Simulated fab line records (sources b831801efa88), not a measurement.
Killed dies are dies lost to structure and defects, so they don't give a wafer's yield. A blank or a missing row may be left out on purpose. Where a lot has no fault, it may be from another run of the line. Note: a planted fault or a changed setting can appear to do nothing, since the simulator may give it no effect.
fab line records	flow gf180mcu
record: lots: 6	wafers: 18	last-day: 33
route steps=602 shown STI@6 PASSIVATION@602
lots with no fault: from the same line, run without faults
start-h: the number of hours between the record's first day and the start of the first shown wafer of the lot	wait-h: how many hours have passed since the lot's step before this one	" repeats the value in the row above	L1.1+2: several wafers, shown together as one row	- either no value or no given start	* or withheld: withheld	< > ~ a bound
route shown NAME@n: names a module that has steps shown in the file, with the first one's number in the route	usual: mean/standard deviation taken from wafers without a fault	same: alike in all rows	chamber/n: place in a boat	sites: the reading at each site	_std_site: the standard deviation of these	_edge_site: the outer-site mean with the inner-site mean subtracted	radius-mm: for every site, how far away it sits from the centre of the wafer	mask NAME#n: copy n	behind: the tool/chamber that last shaped the wafer	hold: cause of the lot's hold/its duration in hours/its outcome	device: names the non-switching transistor (n, p or np)	end of line: the same wafers' tests at the end of the route	where a step has no rows: the recipe by itself	killed: count of dies lost to structure and defects at first sort (not the wafer's yield)	map: a wafer's dies, x killed, . not, _ none there
set.NAME: the setting that was run; set.NAME@STEP: the one run at that earlier step	model.NAME: the simulator's own value behind a step, which no gauge read
certain route steps with their lots: each step a table, each wafer a row
services: from which hour (start-h, from the record's first day; less than 0 if before it) a tool's chamber was out of use, for how many hours, and why
== steps ==
step: GF_STI_DEHYDRATE_05
recipe: temp-c: 200	time-s: 60
step: GF_STI_HMDS_06
recipe: prime-time-s: 60	prime-temp-c: 120
step: GF_STI_COAT_07
recipe: resist: KrF	spin-rpm: withheld	resist-thk-nm: 700
step: GF_STI_SOFTBAKE_08
recipe: temp-c: 130	time-s: 60	resist: KrF
step: GF_STI_EXPOSE_09
recipe: mask-id: COMP	target-cd-nm: 220	na: 0.68	source-shape: conventional	sigma-outer: 0.6	dose-mj: 28
step: GF_STI_PEB_10
recipe: peb-temp-c: 135	peb-time-s: 90	resist: KrF
step: GF_STI_DEVELOP_11
recipe: develop-time-s: 60	dev-temp-c: 21
step: GF_STI_CD_MEAS_12
recipe: target-cd-nm: 220
usual: cd-nm: 219.7/1.5
lot.wafer	tool	chamber	start-h	wait-h	cd-nm
L962.1	cd-sem-02	-	26.10	0.1	218.7
L962.4	"	-	"	"	218.8
L962.6	"	-	"	"	218.9
L963.1	cd-sem-02	-	31.39	0.1	218.6
L963.2	"	-	"	"	218.1
L963.4	"	-	"	"	217.5
L970.4	cd-sem-01	-	66.75	0.1	221.5
L970.5	"	-	"	"	221.2
L970.6	"	-	"	"	221.6
L971.1	cd-sem-02	-	70.79	0.1	217.1
L971.5	"	-	"	"	218.6
L971.6	"	-	"	"	219.3
L972.3	cd-sem-02	-	77.88	0.1	222.1
L972.5	"	-	"	"	221.9
L972.6	"	-	"	"	220.5
L979.3	cd-sem-02	-	112.63	0.1	221.3
L979.4	"	-	"	"	222.0
L979.6	"	-	"	"	222.2
step: GF_STI_ETCH_13
recipe: chemistry: CHF3/O2	stop-on: Si	over-etch-frac: 0.3	target-depth-a: 2823.1	source-w: 600	bias-w: 200	pressure-mtorr: 40	chf3-flow-sccm: 50	O2_flow_sccm: 5	time-s: 112.9
usual: O2_flow_sccm: 4.997/0.016	drypump-motor-current-A: 5.7/0.59	oes-product-au: 0.831/0.0066	run-length-s: 141.1/0.52	throttle-valve-pct: 8.811/0.0086
same: time-s: 112.9
lot.wafer	tool	chamber	start-h	wait-h	O2_flow_sccm	drypump-motor-current-A	oes-product-au	rf-hours-counter-h	run-length-s	throttle-valve-pct
L962.1	rie-diel-01	0	26.22	0.1	4.994	5.4	0.822	108	140.4	8.798
L962.4	"	3	"	"	5.005	5.6	0.830	2	141.8	8.810
L962.6	"	2	"	"	5.017	5.9	0.826	-	141.9	8.815
L963.1	rie-diel-04	2	31.51	0.1	5.015	4.9	0.830	72	141.4	8.806
L963.2	"	1	"	"	5.003	5.7	0.843	111	141.1	8.806
L963.4	"	0	"	"	4.972	5.1	0.838	115	141.3	8.818
L970.4	rie-diel-03	0	66.81	0.0	4.994	5.9	0.840	123	140.6	8.804
L970.5	"	3	"	"	5.007	5.9	0.832	-	140.6	8.820
L970.6	"	2	"	"	4.969	6.4	0.831	-	140.9	8.823
L971.1	rie-diel-04	3	70.91	0.1	5.003	4.7	0.825	6	140.8	8.811
L971.5	"	0	"	"	4.992	5.1	0.839	-	140.8	8.830
L971.6	"	1	"	"	4.969	5.7	0.825	-	141.4	8.812
L972.3	rie-diel-03	2	77.96	0.1	4.978	6.4	0.830	135	140.9	8.808
L972.5	"	0	"	"	5.029	5.9	0.830	-	140.7	8.818
L972.6	"	1	"	"	5.008	6.6	0.830	-	140.9	8.811
L979.3	rie-diel-04	0	112.71	0.1	4.997	5.0	0.821	118	141.3	8.801
L979.4	"	1	"	"	4.998	5.6	0.819	113	140.9	8.805
L979.6	"	3	"	"	4.969	4.7	0.817	-	140.8	8.811
step: GF_STI_ETCH_14
recipe: target: Si	chemistry: HBr/Cl2/O2	target-depth-nm: 360	icp-w: 600	bias-w: 150	pressure-mtorr: 15	HBr_flow_sccm: 150	Cl2_flow_sccm: 40	O2_flow_sccm: 6	time-s: 102.9
usual: O2_flow_sccm: 5.998/0.017	drypump-motor-current-A: 5.8/0.32	oes-product-au: 0.996/0.0069	run-length-s: 130.9/0.42	throttle-valve-pct: 25.658/0.0086
same: time-s: 102.9
lot.wafer	tool	chamber	start-h	wait-h	O2_flow_sccm	drypump-motor-current-A	oes-product-au	rf-hours-counter-h	run-length-s	throttle-valve-pct
L962.1	rie-si-01	1	26.29	0.0	6.006	5.5	0.990	86	130.8	25.662
L962.4	"	2	"	"	6.029	6.2	1.005	-	130.9	25.660
L962.6	"	3	"	"	5.996	5.8	1.014	-	130.8	25.655
L963.1	rie-si-01	0	31.59	0.0	6.039	6.1	0.997	48	131.3	25.663
L963.2	"	2	"	"	5.985	6.2	0.993	61	131.1	25.658
L963.4	"	3	"	"	5.995	5.9	1.001	59	131.2	25.655
L970.4	rie-si-01	3	66.89	0.0	6.014	5.8	0.998	60	130.7	25.664
L970.5	"	3	"	"	6.015	5.9	0.995	-	131.6	25.650
L970.6	"	2	"	"	5.998	6.2	0.996	-	131.5	25.656
L971.1	rie-si-02	3	70.99	0.0	5.994	6.1	0.996	142	130.9	25.664
L971.5	"	3	"	"	6.005	6.1	1.002	-	131.3	25.661
L971.6	"	0	"	"	6.001	5.9	0.991	-	130.2	25.659
L972.3	rie-si-01	1	78.04	0.0	6.005	5.5	0.993	86	131.2	25.656
L972.5	"	3	"	"	6.020	5.8	1.002	-	130.8	25.662
L972.6	"	0	"	"	5.969	6.1	0.995	-	131.0	25.655
L979.3	rie-si-01	1	112.79	0.0	5.978	5.5	1.001	87	130.9	25.657
L979.4	"	0	"	"	5.988	6.1	1.003	48	131.1	25.638
L979.6	"	2	"	"	5.996	6.2	1.010	-	130.9	25.637
step: GF_STI_STRIP_15
recipe: chemistry: O2/N2	power-w: 1400	pressure-mtorr: 1500	platen-temp-c: 250	o2-flow-sccm: 3000	n2-flow-sccm: 300	overash-fraction: 0.5
usual: drypump-motor-current-A: 6.1/0.43	heater-power-w: 315/29	oes-product-au: 0.384/0.0045	strip-time-to-endpoint-s: 3.74/0.033
same: overash-fraction: 0.5
lot.wafer	tool	chamber	start-h	wait-h	drypump-motor-current-A	heater-power-w	oes-product-au	rf-hours-counter-h	strip-time-to-endpoint-s
L962.1	plasma-asher-04	1	26.37	0.0	6.6	326	0.380	34	3.79
L962.4	"	0	"	"	6.6	320	0.394	-	3.79
L962.6	"	1	"	"	6.6	326	0.375	-	3.76
L963.1	plasma-asher-02	0	31.67	0.0	5.8	346	0.388	37	3.72
L963.2	"	1	"	"	6.0	274	0.380	37	3.72
L963.4	"	0	"	"	5.8	342	0.385	-	3.70
L970.4	plasma-asher-02	1	67.00	0.1	6.0	271	0.401	-	3.76
L970.5	"	0	"	"	5.8	348	0.384	-	3.75
L970.6	"	1	"	"	6.0	286	0.382	-	3.75
L971.1	plasma-asher-04	1	71.07	0.0	6.6	325	0.383	38	3.71
L971.5	"	0	"	"	6.6	314	0.392	-	3.72
L971.6	"	1	"	"	6.6	320	0.384	-	3.74
L972.3	plasma-asher-02	1	78.15	0.1	6.0	274	0.388	-	3.76
L972.5	"	0	"	"	5.8	349	0.377	-	3.73
L972.6	"	1	"	"	5.9	273	0.380	-	3.74
L979.3	plasma-asher-04	0	112.90	0.1	6.6	328	0.376	-	3.69
L979.4	"	1	"	"	6.6	327	0.378	-	3.71
L979.6	"	0	"	"	6.6	319	0.382	-	3.65
step: GF_STI_CLEAN_16
recipe: chemistry: dHF	time-s: 25	dilution: 100:1
step: GF_STI_WET_ETCH_17
recipe: chemistry: H3PO4	target-depth-nm: 45	temp-c: 160	target: Si3N4	time-s: 514
usual: run-length-s: 542/3.8
lot.wafer	tool	chamber	start-h	wait-h	run-length-s	model.Si3N4_of_STI_CVD_03.thk-nm
L962.1	wet-bench-01	1	26.48	0.0	541	159.8
L962.4	"	1	"	"	541	161.1
L962.6	"	1	"	"	541	160.6
L963.1	wet-bench-03	3	31.78	0.0	540	160.9
L963.2	"	3	"	"	540	160.9
L963.4	"	3	"	"	540	161
L970.4	wet-bench-03	2	67.08	0.0	98	201.1
L970.5	"	2	"	"	98	201.7
L970.6	"	2	"	"	98	200.5
L971.1	wet-bench-02	2	71.18	0.0	540	162.7
L971.5	"	2	"	"	540	162.8
L971.6	"	2	"	"	540	161
L972.3	wet-bench-03	0	78.23	0.0	99	200.6
L972.5	"	0	"	"	99	199.8
L972.6	"	0	"	"	99	199.9
L979.3	wet-bench-02	1	112.98	0.0	539	155
L979.4	"	1	"	"	539	155.5
L979.6	"	1	"	"	539	156.1
step: GF_STI_CLEAN_18
recipe: chemistry: SC1/SC2	mix: 1:4:20	temp-c: 70	time-s: 146.2
step: GF_STI_CLEAN_19
recipe: chemistry: dHF	time-s: 20	dilution: 100:1
step: GF_STI_WET_ETCH_20
recipe: chemistry: dHF	dilution: 100:1	target-depth-nm: 20	temp-c: 25	dry: ipa-marangoni	target: SiO2	time-s: 400
step: GF_STI_OXIDATION_21
recipe: temp-c: 1000	ambient: O2	stabilise-s: 600	purge-s: 300	target-thk-a: 150	ox-time-s: 458
step: GF_STI_THK_MEAS_22
recipe: reads: SiO2_of_STI_OXIDATION_21
usual: STI_OXIDATION_01_THK: 15.07/0.27
lot.wafer	tool	chamber	start-h	wait-h	STI_OXIDATION_01_THK[nm]
L962.1	film-metro-03	-	27.95	0.0	14.82
L962.4	"	-	"	"	14.89
L962.6	"	-	"	"	14.85
L963.1	film-metro-03	-	33.90	0.0	15.49
L963.2	"	-	"	"	15.58
L963.4	"	-	"	"	15.54
L970.4	film-metro-01	-	69.17	0.0	14.93
L970.5	"	-	"	"	15.36
L970.6	"	-	"	"	15.09
L971.1	film-metro-02	-	73.06	0.0	15.44
L971.5	"	-	"	"	15.23
L971.6	"	-	"	"	15.46
L972.3	film-metro-01	-	79.73	0.0	15.07
L972.5	"	-	"	"	14.97
L972.6	"	-	"	"	14.89
L979.3	film-metro-01	-	115.17	0.0	14.52
L979.4	"	-	"	"	14.95
L979.6	"	-	"	"	14.93
step: GF_STI_CVD_23
recipe: material: SiO2	target-thk-nm: 650	sigma-open-frac: 0.3	time-s: 108.3	temp-c: 600	sih4-flow-sccm: 60	pressure-mtorr: 6
step: GF_STI_THK_MEAS_24
recipe: reads: SiO2_of_STI_CVD_23
usual: STI_CVD_23_THK: 648/5.9
lot.wafer	tool	chamber	start-h	wait-h	STI_CVD_23_THK[nm]
L962.1	film-metro-01	-	28.08	0.0	644
L962.4	"	-	"	"	642
L962.6	"	-	"	"	635
L963.1	film-metro-02	-	34.04	0.0	644
L963.2	"	-	"	"	637
L963.4	"	-	"	"	647
L970.4	film-metro-03	-	69.30	0.0	651
L970.5	"	-	"	"	647
L970.6	"	-	"	"	644
L971.1	film-metro-02	-	73.19	0.0	639
L971.5	"	-	"	"	639
L971.6	"	-	"	"	642
L972.3	film-metro-01	-	79.87	0.1	642
L972.5	"	-	"	"	655
L972.6	"	-	"	"	650
L979.3	film-metro-03	-	115.31	0.1	655
L979.4	"	-	"	"	642
L979.6	"	-	"	"	654
step: GF_STI_CMP_25
recipe: stop-on: Si3N4	t-overpolish-s: 33	down-force-psi: 4	platen-rpm: 60	target-thk-nm: 524.6	pad-velocity-m-s: 0.94248
usual: motor-current-A: 12.5/1.1
lot.wafer	tool	chamber	start-h	wait-h	motor-current-A
L962.1	cmp-02	2	28.19	0.1	14.0
L962.4	"	3	"	"	13.5
L962.6	"	2	"	"	13.3
L963.4	cmp-01	3	34.15	0.1	11.6
L963.1	"	0	"	"	11.8
L963.2	"	1	"	"	11.5
L970.4	cmp-01	1	69.38	0.1	11.4
L970.5	"	0	"	"	12.3
L970.6	"	1	"	"	11.3
L971.1	cmp-01	0	73.30	0.1	12.9
L971.6	"	3	"	"	11.6
L971.5	"	0	"	"	12.5
L972.3	cmp-01	2	80.16	0.3	14.3
L972.6	"	3	"	"	12.0
L972.5	"	0	"	"	12.9
L979.4	cmp-01	2	115.35	0.0	14.6
L979.3	"	3	"	"	11.6
L979.6	"	2	"	"	14.8
step: GF_STI_WET_ETCH_26
recipe: chemistry: dHF	target-depth-nm: 94	target: SiO2	temp-c: 25	dilution: 10:1	time-s: 188
usual: run-length-s: 214.3/2.6
same: time-s: 188
lot.wafer	tool	chamber	start-h	wait-h	run-length-s	model.Si3N4_of_STI_CVD_03.thk-nm
L962.1	wet-bench-03	0	28.44	0.2	214.0	149
L962.4	"	0	"	"	214.0	150.3
L962.6	"	0	"	"	214.0	149.8
L963.1	wet-bench-03	2	34.40	0.1	212.2	150.2
L963.2	"	2	"	"	212.2	150.2
L963.4	"	2	"	"	212.2	150.3
L970.4	wet-bench-03	0	69.63	0.2	213.8	190.4
L970.5	"	0	"	"	213.8	191
L970.6	"	0	"	"	213.8	189.8
L971.1	wet-bench-02	1	73.55	0.2	212.6	152
L971.5	"	1	"	"	212.6	152
L971.6	"	1	"	"	212.6	150.2
L972.3	wet-bench-02	1	80.31	0.1	220.9	190
L972.5	"	1	"	"	220.9	189.2
L972.6	"	1	"	"	220.9	189.3
L979.3	wet-bench-02	0	115.65	0.2	213.7	144.3
L979.4	"	0	"	"	213.7	144.8
L979.6	"	0	"	"	213.7	145.4
step: GF_STI_WET_ETCH_27
recipe: chemistry: H3PO4	target-depth-nm: 160	target: Si3N4	temp-c: 160	time-s: 1825
step: GF_PASSIVATION_PROBE_99
lot.wafer	tool	chamber	start-h	wait-h	model.etest.pwell-in-dnwell.line-ohm-um	model.etest.pwell-in-dnwell.rs-ohm-sq	model.etest.p-drift.rs-ohm-sq	model.etest.n-drift.rs-ohm-sq	model.etest.ldpmos_10p0.r-on-ohm-um	model.etest.nwell.line-ohm-um	model.etest.nwell.rs-ohm-sq	model.etest.ldnmos_10p0.r-on-ohm-um
L962.1	prober-01	-	672.87	0.1	3919	2363	2320	1152	1.108e+04	1181	1019	3688
L962.4	prober-01	-	673.02	0.2	4059	2419	2376	1176	1.121e+04	1200	1034	3724
L962.6	prober-01	-	673.12	0.2	4078	2415	2382	1181	1.116e+04	1203	1036	3720
L963.1	prober-02	-	678.32	0.1	3976	2372	2387	1148	1.13e+04	1135	967.6	3790
L963.2	prober-02	-	678.37	0.1	3913	2372	2371	1144	1.111e+04	1105	962.7	3719
L963.4	prober-02	-	678.47	0.2	4031	2374	2390	1166	1.118e+04	1102	969.4	3732
L970.4	prober-01	-	730.97	0.2	4987	2939	3030	1421	1.137e+04	1312	1128	3824
L970.5	prober-01	-	731.02	0.2	5010	2997	3078	1446	1.15e+04	1308	1125	3868
L970.6	prober-01	-	731.07	0.2	5007	2938	3032	1409	1.146e+04	1281	1118	3862
L971.1	prober-02	-	735.52	0.1	4033	2440	2393	1174	1.114e+04	1233	1039	3715
L971.5	prober-02	-	735.72	0.2	4158	2511	2425	1210	1.101e+04	1245	1068	3704
L971.6	prober-02	-	735.77	0.2	3996	2440	2380	1180	1.091e+04	1221	1044	3700
L972.3	prober-01	-	742.85	0.2	5452	3168	2879	1399	1.137e+04	1352	1180	3829
L972.5	prober-01	-	742.95	0.2	5548	3270	2956	1429	1.143e+04	1383	1209	3824
L972.6	prober-01	-	743.00	0.2	5436	3186	2914	1416	1.133e+04	1366	1195	3818
L979.3	prober-02	-	782.42	0.2	4008	2406	2450	1228	1.12e+04	1172	996.1	3704
L979.4	prober-02	-	782.47	0.2	3935	2393	2443	1224	1.115e+04	1154	991.4	3716
L979.6	prober-02	-	782.57	0.2	4034	2460	2475	1251	1.131e+04	1182	1003	3748
killed by level:class
L962.1 CONTACT:geometric-particle:open=7 STI:geometric-particle:short=6 V2:geometric-particle:open=4 V1:geometric-particle:open=4 STI:geometric-particle:open=3 V2:geometric-particle:short=3 V3:geometric-particle:open=3 V4:geometric-particle:open=3
L962.4 CONTACT:geometric-particle:open=5 M2:geometric-particle:short=4 V5:geometric-particle:open=4 V4:geometric-particle:open=3 V3:geometric-particle:open=3 V4:geometric-particle:short=3 STI:geometric-particle:short=2 POLY_GATE:geometric-particle:open=2
L962.6 V5:geometric-particle:open=6 STI:geometric-particle:open=5 CONTACT:geometric-particle:open=5 V1:geometric-particle:open=5 M1:geometric-particle:short=3 V4:geometric-particle:open=3 STI:geometric-particle:short=2 V1:geometric-particle:short=2
L963.1 V2:geometric-particle:open=5 V4:geometric-particle:open=4 V5:geometric-particle:short=4 V5:geometric-particle:open=4 STI:geometric-particle:open=3 V3:geometric-particle:open=3 V1:geometric-particle:short=2 V1:geometric-particle:open=2
L963.2 CONTACT:geometric-particle:open=6 V4:geometric-particle:open=6 V5:geometric-particle:open=5 V1:geometric-particle:open=4 M1:geometric-particle:short=3 V3:geometric-particle:open=3 STI:geometric-particle:open=2 CONTACT:geometric-particle:short=2
L963.4 V1:geometric-particle:open=5 V5:geometric-particle:open=5 CONTACT:geometric-particle:open=4 V2:geometric-particle:open=4 M5:geometric-particle:open=4 V2:geometric-particle:short=3 M3:geometric-particle:short=3 V3:geometric-particle:open=3
L971.1 CONTACT:geometric-particle:open=6 V4:geometric-particle:open=4 V5:geometric-particle:open=4 CONTACT:geometric-particle:short=3 V1:geometric-particle:open=3 V1:geometric-particle:short=3 V2:geometric-particle:open=3 V3:geometric-particle:open=3
L971.5 V2:geometric-particle:open=6 CONTACT:geometric-particle:open=4 V4:geometric-particle:open=4 STI:geometric-particle:open=3 V1:geometric-particle:open=2 M2:geometric-particle:short=2 M4:geometric-particle:short=2 V4:geometric-particle:short=2
L971.6 CONTACT:geometric-particle:open=4 V5:geometric-particle:open=4 V5:geometric-particle:short=4 V4:geometric-particle:open=4 STI:geometric-particle:short=3 M1:geometric-particle:short=3 V3:geometric-particle:open=3 V1:geometric-particle:open=3
L979.3 M1:geometric-particle:short=6 V3:geometric-particle:open=5 V4:geometric-particle:open=5 V1:geometric-particle:open=4 V5:geometric-particle:open=4 STI:geometric-particle:open=3 M2:geometric-particle:short=3 V4:geometric-particle:short=3
L979.4 CONTACT:geometric-particle:open=8 CONTACT:geometric-particle:short=4 V1:geometric-particle:short=4 V2:geometric-particle:open=4 V3:geometric-particle:open=4 V1:geometric-particle:open=3 V3:geometric-particle:short=3 V5:geometric-particle:short=3
L979.6 V5:geometric-particle:open=9 V1:geometric-particle:open=6 M5:geometric-particle:short=4 STI:geometric-particle:short=3 CONTACT:geometric-particle:open=3 V4:geometric-particle:open=3 V3:geometric-particle:short=3 V4:geometric-particle:short=3
== services ==
tool	chamber	start-h	hours	kind
cmp-01	-	5.87	0.9	repair
rie-diel-03	3	5.93	-	clean
rie-diel-03	3	5.93	18.3	scheduled-down
rie-diel-03	3	5.93	18.3	vent-cycle
rie-diel-04	-	19.86	1.2	repair
rie-si-01	0	23.14	3.7	repair
rie-si-01	-	41.26	0.2	repair
rie-si-02	1	49.88	6.2	repair
rie-diel-04	3	53.30	3.8	repair
cmp-02	-	62.10	3.9	repair
cmp-02	-	65.97	4.0	pm
cmp-02	-	69.97	-	consumable-replace:conditioner
cmp-02	-	69.97	-	consumable-replace:pad
cmp-01	-	82.44	1.8	repair
rie-si-01	-	85.59	0.1	repair
rie-diel-01	0	91.63	16.3	repair
cmp-02	-	96.12	1.4	repair
plasma-asher-02	-	97.92	12.8	repair
rie-diel-04	1	104.33	1.2	repair
rie-diel-04	1	106.28	1.6	repair
cmp-02	-	106.94	5.7	pm
== key ==
first-sign: step: GF_STI_WET_ETCH_17	reading: run-length-s	direction: down	sigmas: 99+	usual: *	struck: *
effect none on later readings
model-effect: step: GF_STI_WET_ETCH_17	value: Si3N4_of_STI_CVD_03.thk-nm	without: 161.5	struck: 200.6
model-effect: step: GF_STI_WET_ETCH_26	value: Si3N4_of_STI_CVD_03.thk-nm	without: 150.9	struck: 190
model-effect: step: GF_PASSIVATION_PROBE_99	value: etest.pwell-in-dnwell.line-ohm-um	without: 4255	struck: 5240
met-at GF_STI_WET_ETCH_17
struck-wafers L970.4,L970.5,L970.6,L972.3,L972.5,L972.6
sort-left-out L970.4,L970.5,L970.6,L972.3,L972.5,L972.6
tester-left-out L970,L972
onset-between 31.78 67.08
fault: kind: process-parameter-drift	tool: wet-bench-03	chamber: -	onset-h: 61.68	steps: GF_STI_WET_ETCH_17	channel: time-s	offset: *	shape: step	end-h: 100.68	acts-in: *	stated: *
tester-left-out: of these lots the tester's yield and bins aren't shown, on N5 and GAA mostly nor the transistor test; their killed dies are dies lost to structure and defects alone, not to doping, threshold or leakage, so they don't give the yield
sort-left-out: the simulated sort isn't trusted on such a fault, so these wafers' sort isn't shown, and their yield isn't known
